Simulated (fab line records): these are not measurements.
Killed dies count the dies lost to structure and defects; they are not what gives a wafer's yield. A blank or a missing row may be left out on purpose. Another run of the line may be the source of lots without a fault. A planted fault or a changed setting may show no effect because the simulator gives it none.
Matching of chambers / flow sky130 / SKY_LI_CONTACT_CMP_24 on cmp-01 has 4 sister chambers
The step polishes, stops on PSG, t overpolish 20 s, target thk 0 nm. 14 wafers are shown with their chamber, then 7 later ones without.

WAFERS PAIRED WITH THEIR CHAMBERS
wafer=L163.2; chamber=3; motor current A (A)=10.8; time to endpoint s (s)=98; overpolish run s (s)=20.003
wafer=L163.4; chamber=1; motor current A (A)=11.7; time to endpoint s (s)=98; overpolish run s (s)=19.997
wafer=L163.6; chamber=2; motor current A (A)=10.7; time to endpoint s (s)=95; overpolish run s (s)=20.008
wafer=L166.2; chamber=3; motor current A (A)=10.0; time to endpoint s (s)=97; overpolish run s (s)=19.999
wafer=L166.3; chamber=2; motor current A (A)=11.2; time to endpoint s (s)=96; overpolish run s (s)=20.009
wafer=L166.6; chamber=1; motor current A (A)=11.3; time to endpoint s (s)=102; overpolish run s (s)=19.989
wafer=L169.3; chamber=2; motor current A (A)=10.9; time to endpoint s (s)=97; overpolish run s (s)=20.004
wafer=L169.4; chamber=3; motor current A (A)=11.0; time to endpoint s (s)=101; overpolish run s (s)=19.995
wafer=L169.5; chamber=2; motor current A (A)=11.2; time to endpoint s (s)=98; overpolish run s (s)=19.984
wafer=L171.1; chamber=1; motor current A (A)=11.8; time to endpoint s (s)=100; overpolish run s (s)=19.994
wafer=L171.4; chamber=0; motor current A (A)=11.1; time to endpoint s (s)=100; overpolish run s (s)=19.993
wafer=L171.5; chamber=0; motor current A (A)=11.1; time to endpoint s (s)=102; overpolish run s (s)=19.993
wafer=L173.1; chamber=2; motor current A (A)=11.4; time to endpoint s (s)=91; overpolish run s (s)=19.989
wafer=L173.2; chamber=0; motor current A (A)=10.9; time to endpoint s (s)=96; overpolish run s (s)=19.994

SIGNATURES (averages over the wafers above)
reading=motor current A; chamber 0=11.033; chamber 1=11.600; chamber 2=11.080; chamber 3=10.600; scatter within a chamber=0.322
reading=time to endpoint s; chamber 0=99.33; chamber 1=100.00; chamber 2=95.40; chamber 3=98.67; scatter within a chamber=2.54
reading=overpolish run s; chamber 0=19.99333; chamber 1=19.99333; chamber 2=19.99880; chamber 3=19.99900; scatter within a chamber=0.00772
Rule: a wafer lies at a distance from a chamber equal to the root of the sum of squares, over the readings, of (its reading less the chamber's mean, divided by the reading's scatter). The wafer belongs to the nearest chamber; if the next one is less than 2 further off, it can't be placed. How the scatter is found: for the shown wafers, subtract from each reading the mean of its chamber, square and add these, divide the total by (wafers less chambers), then take the root.

WAFERS MISSING THEIR CHAMBER
wafer=L173.5; motor current A (A)=11.7; time to endpoint s (s)=91; overpolish run s (s)=19.991
wafer=L180.1; motor current A (A)=10.6; time to endpoint s (s)=99; overpolish run s (s)=19.994
wafer=L180.5; motor current A (A)=10.5; time to endpoint s (s)=93; overpolish run s (s)=19.986
wafer=L180.6; motor current A (A)=10.5; time to endpoint s (s)=99; overpolish run s (s)=20.008
wafer=L186.1; motor current A (A)=11.0; time to endpoint s (s)=96; overpolish run s (s)=20.006
wafer=L186.3; motor current A (A)=10.3; time to endpoint s (s)=102; overpolish run s (s)=19.990
wafer=L186.4; motor current A (A)=11.3; time to endpoint s (s)=103; overpolish run s (s)=19.995

THE CHAMBER EACH PASSED THROUGH
wafer=L173.5; from the rows above=can't be placed: 2 or 1 or 0 or 3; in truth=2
wafer=L180.1; from the rows above=can't be placed: 3 or 0 or 2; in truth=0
wafer=L180.5; from the rows above=can't be placed: 2 or 3 or 0 or 1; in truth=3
wafer=L180.6; from the rows above=can't be placed: 3 or 0 or 2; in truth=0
wafer=L186.1; from the rows above=can't be placed: 2 or 3 or 0 or 1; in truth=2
wafer=L186.3; from the rows above=can't be placed: 3 or 0 or 2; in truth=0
wafer=L186.4; from the rows above=can't be placed: 1 or 0 or 3 or 2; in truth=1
0 of 7 placed correctly. Cannot be placed on the basis of these rows: 7; the candidates contain the true chamber in 7. Wrongly placed: 0.
